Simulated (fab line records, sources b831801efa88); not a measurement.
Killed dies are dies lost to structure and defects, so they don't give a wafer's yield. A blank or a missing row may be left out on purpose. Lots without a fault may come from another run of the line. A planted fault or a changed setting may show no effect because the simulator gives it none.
Chamber matching | flow sky130 | SKY_LI_CONTACT_HDPCVD_00 on hdpcvd-01: 3 sister chambers
The step deposits PSG, target thk 930 nm, time 155 s. 6 wafers are shown with their chamber, then 7 later ones without.

WAFERS WITH THEIR CHAMBER
wafer  | chamber | run_length_s (s) | susceptor_temp_C (C)
L482.5 | 1       | 182.7            | 599.65
L483.1 | 2       | 182.8            | 599.64
L483.2 | 0       | 182.8            | 600.14
L483.6 | 1       | 182.7            | 599.99
L494.2 | 2       | 182.0            | 600.19
L494.3 | 0       | 183.6            | 600.15

WAFERS WITHOUT THEIR CHAMBER
wafer  | run_length_s (s) | susceptor_temp_C (C)
L494.4 | 183.5            | 599.64
L499.1 | 182.9            | 599.62
L499.4 | 183.2            | 599.92
L499.6 | 182.9            | 600.24
L501.1 | 182.9            | 600.00
L501.2 | 182.7            | 599.85
L501.4 | 182.1            | 599.31

WHICH CHAMBER EACH WENT THROUGH
wafer  | from the rows above          | in truth
L494.4 | can't be placed: 1 or 0 or 2 | 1
L499.1 | can't be placed: 1 or 2 or 0 | 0
L499.4 | can't be placed: 0 or 1 or 2 | 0
L499.6 | can't be placed: 0 or 2 or 1 | 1
L501.1 | can't be placed: 1 or 0 or 2 | 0
L501.2 | can't be placed: 1 or 2 or 0 | 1
L501.4 | can't be placed: 1 or 2 or 0 | 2
Placed correctly: 0 of 7. Can't be placed from these rows: 7 (the true chamber is among the candidates in 7). Placed wrongly: 0.
How it was worked out, from the rows above alone: a wafer's distance from a chamber is the root of the sum, over the readings, of the square of ((its reading less the chamber's mean) divided by the reading's scatter). The wafer belongs to the nearest chamber; if the next one is less than 2 further off, it can't be placed. A chamber's mean is the mean of its shown wafers. The scatter: the root of (the sum of the squares of (reading less its chamber's mean) over the shown wafers, divided by (wafers less chambers)).
